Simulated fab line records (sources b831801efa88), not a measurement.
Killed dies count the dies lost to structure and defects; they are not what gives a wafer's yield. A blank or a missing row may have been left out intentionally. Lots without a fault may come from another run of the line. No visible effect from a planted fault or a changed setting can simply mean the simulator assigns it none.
Matching of chambers ; flow sky130 ; SKY_POLY_GATE_ETCH_17 on rie_si-02: 4 sister chambers
The step etches poly-Si in HBr/Cl2, stops on SiO2, target depth 180 nm, time 70.5 s. 15 wafers are shown with their chamber, then 7 later ones without.

## WAFERS WITH THEIR CHAMBER
wafer;chamber;drypump_motor_current_A (A);he_backside_leak_sccm (sccm);rf_fwd_power_W (W)
L789.3;0;5.7;2.91;398.3
L789.5;2;6.0;2.88;397.9
L789.6;1;5.6;2.45;394.7
L792.1;2;6.0;2.66;397.4
L792.2;3;5.2;2.72;398.2
L792.3;1;5.6;2.58;394.9
L793.1;3;5.3;2.77;397.4
L793.2;1;5.5;2.56;395.9
L793.3;0;5.7;3.06;396.8
L794.1;3;5.3;2.62;396.2
L794.4;2;6.0;2.83;397.1
L794.6;0;5.7;3.00;396.4
L795.1;3;5.3;2.76;397.4
L795.3;0;5.7;2.86;397.9
L795.4;2;6.0;2.67;396.2

SIGNATURES (means of the wafers above)
reading;chamber 0;chamber 1;chamber 2;chamber 3;scatter within a chamber
drypump_motor_current_A;5.700;5.567;6.000;5.275;0.0359
he_backside_leak_sccm;2.9575;2.5300;2.7600;2.7175;0.0881
rf_fwd_power_W;397.350;395.167;397.150;397.300;0.787
Rule: for each reading, subtract the chamber's mean from the wafer's reading, divide by that reading's scatter and square the result; add these up over the readings and take the root, which gives the wafer's distance from the chamber. The wafer belongs to the nearest chamber; if the next one is less than 2 further off, it can't be placed. How the scatter is found: for the shown wafers, subtract from each reading the mean of its chamber, square and add these, divide the total by (wafers less chambers), then take the root.

## WAFERS WHOSE CHAMBER IS MISSING
wafer;drypump_motor_current_A (A);he_backside_leak_sccm (sccm);rf_fwd_power_W (W)
L796.3;6.0;2.91;397.5
L796.4;5.6;2.54;396.1
L798.3;5.5;2.34;396.7
L798.5;6.0;2.74;395.8
L807.1;6.0;2.68;396.5
L807.3;5.7;2.96;396.2
L807.5;5.3;2.68;397.4

## EACH ONE'S CHAMBER
wafer;from the rows above;in truth
L796.3;2;2
L796.4;1;1
L798.3;1;1
L798.5;2;2
L807.1;2;2
L807.3;0;0
L807.5;3;3
Correctly placed: 7 of 7. Number that these rows cannot place: 0. Number placed wrongly: 0.
